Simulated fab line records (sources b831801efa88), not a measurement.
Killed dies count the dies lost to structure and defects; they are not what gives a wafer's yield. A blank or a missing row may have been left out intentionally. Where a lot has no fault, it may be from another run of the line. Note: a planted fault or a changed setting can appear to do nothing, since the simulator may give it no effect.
A struck lot beside a sound one -- flow gf180mcu -- 44 steps out of a route of 602
Sound: wafers L143.1, L143.3, L143.5. Struck: wafer L138.5 (left out: L138.2, a lot-mate that was not struck); the cause follows at the end.
At each step with rows: each side's tool, then ch and its chambers, then its first start. Under that, the readings that differ: sound wafers -- struck wafers -- difference of the means -- sigmas: that difference in standard deviations of wafers without a fault.
alike: readings whose means differ by less than 2 such deviations, and words and numbers that are the same on both sides. not compared: withheld readings, readings that some wafer has no value for, bounds like >300 that may hide the same value, and numbers for which the record gives no deviation and whose values overlap.
Wherever a step has rows on one side only, a row that says differs or no value, or a row with sigmas, the two part there. Non-overlapping numbers with no deviation appear without sigmas and do not part them. A reading missing from all wafers of one side parts the sides only when that side holds two or more wafers.

first, 1 step without rows for these wafers: GF_NWELL_IMPLANT_09.
GF_NWELL_STRIP_10: strips in O2/N2.
  sound on plasma-asher-01 ch 0,1, day 8 05:37; struck on plasma-asher-04 ch 1, day 7 00:58
  alike: drypump-motor-current-A, heater-power-w, oes-product-au, strip-time-to-endpoint-s
  not compared: rf-hours-counter-h
GF_NWELL_TW_MEAS_11:
  sound: film-metro-01 at day 8 05:43; struck: film-metro-04 at day 7 01:04
  alike: NWELL_TW
then, 7 steps without rows for these wafers: GF_LVPWELL_DEHYDRATE_00 (time 60 s); GF_LVPWELL_HMDS_01 (prime time 60 s); GF_LVPWELL_COAT_02 (resist thk 3000 nm); GF_LVPWELL_SOFTBAKE_03; GF_LVPWELL_EXPOSE_04 (exposes mask LVPWELL, target cd 600 nm); GF_LVPWELL_PEB_05; GF_LVPWELL_DEVELOP_06 (develop time 60 s).
GF_LVPWELL_OVL_MEAS_07:
  sound: overlay-01 at day 8 22:38; struck: overlay-01 at day 7 17:38
  alike: LVPWELL_OVL
next, for these wafers, 1 step has no rows: GF_LVPWELL_IMPLANT_08.
GF_LVPWELL_IMPLANT_09:
  sound on implanter-04 ch 0, day 8 22:49; struck on implanter-02 ch 0, day 7 17:50
GF_LVPWELL_STRIP_10: strips in O2/N2.
  sound on plasma-asher-02 ch 0,1, day 8 22:58; struck on plasma-asher-04 ch 1, day 7 17:58
  alike: drypump-motor-current-A, heater-power-w, oes-product-au, strip-time-to-endpoint-s
  not compared: rf-hours-counter-h
GF_LVPWELL_TW_MEAS_11:
  sound: film-metro-04 at day 8 23:04; struck: film-metro-01 at day 7 18:05
reading,sound,struck,difference,sigmas
LVPWELL_TW,561 559 556,548,-11,-3
then, 7 steps without rows for these wafers: GF_MVSD_DEHYDRATE_00 (time 60 s); GF_MVSD_HMDS_01 (prime time 60 s); GF_MVSD_COAT_02 (resist thk 3000 nm); GF_MVSD_SOFTBAKE_03; GF_MVSD_EXPOSE_04 (exposes mask MVSD, target cd 1000 nm); GF_MVSD_PEB_05; GF_MVSD_DEVELOP_06 (develop time 60 s).
GF_MVSD_OVL_MEAS_07:
  sound: overlay-01 at day 9 16:31; struck: overlay-01 at day 8 10:41
  alike: MVSD_OVL
then, 2 steps without rows for these wafers: GF_MVSD_IMPLANT_08; GF_MVSD_IMPLANT_09.
GF_MVSD_STRIP_10: strips in O2/N2.
  sound on plasma-asher-03 ch 1, day 9 16:52; struck on plasma-asher-01 ch 0, day 8 11:01
reading,sound,struck,difference,sigmas
heater-power-w (W),277 274 282,376,+98,+3
oes-product-au (a.u.),0.724 0.724 0.733,0.718,-0.009,-2
  alike: drypump-motor-current-A, strip-time-to-endpoint-s
  not compared: rf-hours-counter-h
GF_MVSD_TW_MEAS_11:
  sound: film-metro-01 at day 9 16:58; struck: film-metro-01 at day 8 11:07
  alike: MVSD_TW
then, 7 steps without rows for these wafers: GF_MVPSD_DEHYDRATE_00 (time 60 s); GF_MVPSD_HMDS_01 (prime time 60 s); GF_MVPSD_COAT_02 (resist thk 3000 nm); GF_MVPSD_SOFTBAKE_03; GF_MVPSD_EXPOSE_04 (exposes mask MVPSD, target cd 1000 nm); GF_MVPSD_PEB_05; GF_MVPSD_DEVELOP_06 (develop time 60 s).
GF_MVPSD_OVL_MEAS_07:
  sound: overlay-01 at day 10 11:13; struck: overlay-01 at day 9 04:17
  alike: MVPSD_OVL
then, 2 steps without rows for these wafers: GF_MVPSD_IMPLANT_08; GF_MVPSD_IMPLANT_09.
GF_MVPSD_STRIP_10: strips in O2/N2.
  sound on plasma-asher-01 ch 0,1, day 10 11:34; struck on plasma-asher-01 ch 0, day 9 04:37
  alike: drypump-motor-current-A, heater-power-w, oes-product-au, strip-time-to-endpoint-s
  not compared: rf-hours-counter-h
GF_MVPSD_TW_MEAS_11:
  sound: film-metro-04 at day 10 11:40; struck: film-metro-02 at day 9 04:43
  alike: MVPSD_TW
then, 3 steps without rows for these wafers: GF_VT_IMPLANT_DEHYDRATE_00 (time 60 s); GF_VT_IMPLANT_HMDS_01 (prime time 60 s); GF_VT_IMPLANT_COAT_02 (resist thk 1000 nm).
-- the record jumps here: 3 days lie between the struck wafers' starts before and after --
GF_VT_IMPLANT_RS_MEAS_48: the measuring method here is four-point-probe.
  sound: film-metro-04 at day 13 19:16; struck: film-metro-04 at day 12 07:50
reading,sound,struck,difference,sigmas
LVPWELL_RS (ohm/sq),1197 1196 1198,1234,+37,+11
-- record jumps: 22 days separate the struck wafers' starts on either side; left off in module VT_IMPLANT, taken up again in module PASSIVATION, whose first shown step is the route's number 602 --
GF_PASSIVATION_PROBE_99:
  the record has rows for the struck wafers here (prober-02, day 34 00:47) and none for the sound ones

## WHERE THEY PART
First at GF_LVPWELL_TW_MEAS_11; last, within this record, at GF_PASSIVATION_PROBE_99.

WHY: what the simulator had put in
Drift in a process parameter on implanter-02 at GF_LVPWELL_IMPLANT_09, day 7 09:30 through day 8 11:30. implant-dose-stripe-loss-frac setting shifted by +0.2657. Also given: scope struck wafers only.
